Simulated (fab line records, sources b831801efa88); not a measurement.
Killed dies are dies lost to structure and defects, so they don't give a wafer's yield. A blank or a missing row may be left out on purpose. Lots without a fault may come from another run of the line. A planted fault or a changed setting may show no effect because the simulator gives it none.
One fault seen from 2 desks | flow gf180mcu | each desk has only its own numbers; what lay behind them comes last

THE METROLOGY DESK
What the gauges read, lot by lot, whatever tool the lot ran on: means of the sampled wafers that have a number. A lot is out of limits, marked OUT, if its mean lies more than 4 standard deviations from the usual mean; the brackets give that distance.
Columns: A = M2_OVL at GF_M2_OVL_MEAS_15, usual 2 nm; B = V2_W_RS at GF_V2_RS_MEAS_24, usual 0.328 ohm/sq; C = cd_nm at GF_M3_CD_MEAS_14, usual 280.1 nm
lot  | first seen here | A  | B     | C
L537 | day 19 02:41    | 6  | 0.324 | 282.6
L538 | day 19 07:07    | 8  | 0.325 | 280.7
L539 | day 20 00:22    | -1 | 0.323 | 279.8
L540 | day 20 10:43    | 6  | 0.329 | 279.3
L541 | day 20 15:13    | -4 | 0.328 | 278.4
L542 | day 21 02:39    | 4  | 0.327 | 279.9
L544 | day 21 21:15    | 1  | 0.329 | 280.0
L545 | day 22 09:53    | 2  | 0.327 | 281.0
L546 | day 22 21:31    | -1 | 0.326 | 280.0
L549 | day 23 19:44    | 0  | 0.333 | 279.6
L550 | day 23 23:46    | 0  | 0.325 | 281.3
L559 | day 26 20:49    | 7  | 0.332 | 279.8
L560 | day 27 01:43    | -5 | 0.318 | 279.7
This desk's finding: nothing out of limits on any of the 13 lots.

THE TOOL OWNER'S DESK: cvd_w-01
The tool's own readings at GF_V2_CVD_23 (deposits W, target thk 350 nm, time 104.94 s): means of the sampled wafers that have a number, for each lot that ran on this tool. A lot is out of limits, marked OUT, if its mean lies more than 4 standard deviations from the usual mean; the brackets give that distance.
Columns: A = heater_power_w at GF_V2_CVD_23, usual 827 W
lot  | first seen here | A
L538 | day 20 09:35    | 883
L540 | day 21 13:29    | 880
L541 | day 21 17:19    | 928
L544 | day 22 22:43    | 930
L546 | day 23 22:24    | 942
L560 | day 28 00:32    | 938
This desk's finding: nothing out of limits on any of the 6 lots.

PUT TOGETHER
The metrology desk saw nothing out of limits.
The tool owner's desk saw nothing out of limits.

WHAT THE SIMULATOR HAD PUT IN
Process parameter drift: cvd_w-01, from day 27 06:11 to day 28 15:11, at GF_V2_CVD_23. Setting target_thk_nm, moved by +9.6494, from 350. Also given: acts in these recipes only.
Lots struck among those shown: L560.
